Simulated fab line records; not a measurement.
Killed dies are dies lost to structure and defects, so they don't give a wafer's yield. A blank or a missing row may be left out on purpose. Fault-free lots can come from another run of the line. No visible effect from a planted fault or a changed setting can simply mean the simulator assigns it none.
Chamber matching | flow gf180mcu | hdpcvd-02 running GF_V4_CVD_00: 3 sister chambers
The step deposits SiO2, target thk 600 nm, time 100 s. 3 wafers are shown with their chamber, then 9 later ones without.

## WAFERS WITH THEIR CHAMBER
wafer  | chamber | run length s (s)
L665.2 | 2       | 127.7
L665.3 | 0       | 127.9
L665.5 | 1       | 127.6

## WAFERS WITH NO CHAMBER GIVEN
wafer  | run length s (s)
L666.1 | 127.9
L666.3 | 128.0
L666.4 | 128.3
L668.2 | 127.6
L668.3 | 128.1
L668.5 | 127.6
L670.1 | 128.2
L670.2 | 127.8
L670.6 | 127.7

## THE CHAMBER EACH PASSED THROUGH
wafer  | from the rows above          | in truth
L666.1 | can't be placed: 0 or 2 or 1 | 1
L666.3 | can't be placed: 0 or 2 or 1 | 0
L666.4 | can't be placed: 0 or 2 or 1 | 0
L668.2 | can't be placed: 1 or 2 or 0 | 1
L668.3 | can't be placed: 0 or 2 or 1 | 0
L668.5 | can't be placed: 1 or 2 or 0 | 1
L670.1 | can't be placed: 0 or 2 or 1 | 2
L670.2 | can't be placed: 2 or 0 or 1 | 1
L670.6 | can't be placed: 2 or 1 or 0 | 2
Placed correctly: 0 of 9. These rows do not allow placing 9 (true chamber among the candidates in 9). Number placed wrongly: 0.
How it was worked out, from the rows above alone: a wafer's distance from a chamber is the root of the sum, over the readings, of the square of ((its reading less the chamber's mean) divided by the reading's scatter). If the next closest chamber is less than 2 further off than the closest, the wafer can't be placed; otherwise it belongs to the closest. Each chamber's mean is taken over the wafers shown for it. The scatter: root of mean squared gap, hidden wafer to nearest shown wafer, with one shown wafer a chamber.
